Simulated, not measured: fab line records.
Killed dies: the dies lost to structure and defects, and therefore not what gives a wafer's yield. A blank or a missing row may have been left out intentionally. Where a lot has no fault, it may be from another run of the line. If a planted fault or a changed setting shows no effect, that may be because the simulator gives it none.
Which tool was responsible? | flow sky130 | 11 lots with 33 wafers sampled at 2 steps, on a route of 708 steps

## WHAT THE GAUGES SHOWED, per wafer
SKY_METAL3_OVL_MEAS_14.
lot  | measured     | on         | METAL3_OVL (nm)
L866 | day 38 14:56 | overlay-01 | -7 -9 1
L867 | day 38 15:13 | overlay-01 | 5 0 -5
L868 | day 38 22:50 | overlay-02 | 1 -7 -4
L869 | day 39 12:56 | overlay-02 | 12 8 6
L870 | day 39 22:53 | overlay-02 | 0 2 -1
L872 | day 40 05:45 | overlay-02 | 7 -4 -8
L871 | day 40 09:11 | overlay-02 | 0 0 6
L879 | day 43 22:58 | overlay-02 | -2 6 -5
L880 | day 44 00:49 | overlay-01 | 2 10 -3
L884 | day 44 07:49 | overlay-02 | 8 8 3
L885 | day 44 13:28 | overlay-01 | -1 -2 -7

## TOOL THAT RAN EACH LOT (tool first, then ch and the chambers of the sampled wafers, then the start)
lot  | SKY_METAL3_SPUTTER_00
L866 | pvd_sputter-02, day 36 09:54
L867 | pvd_sputter-02, day 36 10:56
L868 | pvd_sputter-01, day 36 18:31
L869 | pvd_sputter-04, day 37 08:30
L870 | pvd_sputter-02, day 37 17:46
L872 | pvd_sputter-01, day 38 02:01
L871 | pvd_sputter-02, day 38 05:29
L879 | pvd_sputter-04, day 42 00:08
L880 | pvd_sputter-02, day 42 02:43
L884 | pvd_sputter-01, day 42 10:01
L885 | pvd_sputter-01, day 42 14:58
- SKY_METAL3_SPUTTER_00: material Ti, target thk 15 nm, time 10 s.

## THE ANSWER, worked out from the rows above alone
Rule: usual is defined by the lots themselves. Put in order of their means at a reading, lots are off if they are a third of the lots or fewer, leave a main group of 4 or more, and stand apart from it by a gap of 3 or more times the standard deviation of the main group's means; of several such gaps the widest counts. If all means in a main group match to the digits the tables above print for the reading, that group is not used. Also off: a lot with no number at a reading for which 4 or more lots have one. The other lots that the step has rows for count as sound.
Nothing can be told from this: no lot is off at any reading shown.

## WHAT THE SIMULATOR PUT IN
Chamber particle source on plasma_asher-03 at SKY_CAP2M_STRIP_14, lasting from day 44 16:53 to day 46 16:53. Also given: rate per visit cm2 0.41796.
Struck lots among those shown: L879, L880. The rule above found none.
